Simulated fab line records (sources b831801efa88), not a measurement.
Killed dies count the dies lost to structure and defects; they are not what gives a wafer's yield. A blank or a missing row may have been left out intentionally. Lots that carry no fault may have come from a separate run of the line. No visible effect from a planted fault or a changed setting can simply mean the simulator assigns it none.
Which tool did it? -- flow sfq_line -- route of 325 steps, sampled at 1 step: 14 lots, 42 wafers

## WHAT THE GAUGES SHOWED, per wafer
No reading from a measuring or inspecting step in the record can be judged against a usual standard deviation.

## EACH LOT AND THE TOOL THAT RAN IT (in order: tool; ch and the chambers of the sampled wafers; start)
lot,SFQ_TRILAYER_JJ_TRILAYER_DEP_SPUTTER_110
L300,"pvd_sputter-04, day 51 20:37"
L301,"pvd_sputter-06, day 52 00:02"
L302,"pvd_sputter-04, day 52 01:14"
L304,"pvd_sputter-04, day 52 09:36"
L305,"pvd_sputter-05, day 52 13:12"
L308,"pvd_sputter-06, day 54 05:58"
L309,"pvd_sputter-04, day 54 09:34"
L310,"pvd_sputter-06, day 54 16:07"
L311,"pvd_sputter-04, day 55 06:42"
L312,"pvd_sputter-06, day 55 19:42"
L316,"pvd_sputter-06, day 56 23:00"
L317,"pvd_sputter-04, day 57 05:59"
L318,"pvd_sputter-06, day 57 08:23"
L321,"pvd_sputter-04, day 58 14:23"
- SFQ_TRILAYER_JJ_TRILAYER_DEP_SPUTTER_110: material Al, target thk 8 nm, time 10 s.

## WHAT THE TOOLS THEMSELVES READ (means of the sampled wafers that have a number; where no wafer has one, the mark that the record gives instead)
SFQ_TRILAYER_JJ_TRILAYER_DEP_SPUTTER_110. Usual: chamber_pressure_pa 0.4001 Pa, standard deviation 0.00082; throttle_valve_pct 30.2 %, standard deviation 1.
lot,tool,chamber_pressure_pa (Pa),throttle_valve_pct (%),flag
L300,pvd_sputter-04,0.3995,30.0,
L301,pvd_sputter-06,0.4007,29.7,
L302,pvd_sputter-04,0.4003,29.4,
L304,pvd_sputter-04,0.4000,30.0,
L305,pvd_sputter-05,0.4004,32.0,
L308,pvd_sputter-06,0.4007,30.2,
L309,pvd_sputter-04,0.3999,29.9,
L310,pvd_sputter-06,0.4009,30.4,
L311,pvd_sputter-04,0.4001,31.1,
L312,pvd_sputter-06,0.3992,30.5,
L316,pvd_sputter-06,0.3859,31.1,OFF
L317,pvd_sputter-04,0.4004,30.0,
L318,pvd_sputter-06,0.3853,31.0,OFF
L321,pvd_sputter-04,0.4003,28.8,

## THE ANSWER, worked out from the rows above alone
Rule: take the mean of a lot's wafers that have a number; if it is more than 3 standard deviations from the usual mean, the lot is off. A lot without any number at a reading at which 4 lots or more have one is off too. All remaining lots with rows at the step are treated as sound. The gauges are gone through in route order, then the tools' own readings, and for those a lot's mean is taken as printed above. At the first step where some lot is off, the reading lying furthest off is the one used; lots without a number count as furthest.
Off, at SFQ_TRILAYER_JJ_TRILAYER_DEP_SPUTTER_110 on chamber_pressure_pa: L316, L318.
A tool fits if, at that step or a process step before it, it ran every lot that is off, and no sound lot after the first of them. One fits: pvd_sputter-06 at SFQ_TRILAYER_JJ_TRILAYER_DEP_SPUTTER_110. A fault onset in the window from L312 (day 55 19:42, its last sound lot) to L316 (day 56 23:00, its first lot off) fits.
The tool's own readings at SFQ_TRILAYER_JJ_TRILAYER_DEP_SPUTTER_110 bear it out: on the lots that are off they differ by more than 5 times the standard deviation of the sound lots' means. chamber_pressure_pa reads 0.3856 Pa there against 0.4002 Pa on the sound lots.

## WHAT THE SIMULATOR HAD INSERTED
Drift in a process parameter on pvd_sputter-06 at SFQ_TRILAYER_JJ_TRILAYER_DEP_SPUTTER_110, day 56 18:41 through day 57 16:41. From 0.4, the setting chamber_pressure_pa moved by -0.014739. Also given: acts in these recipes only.
Struck lots among those shown: L316, L318. The rule above reached the same finding.
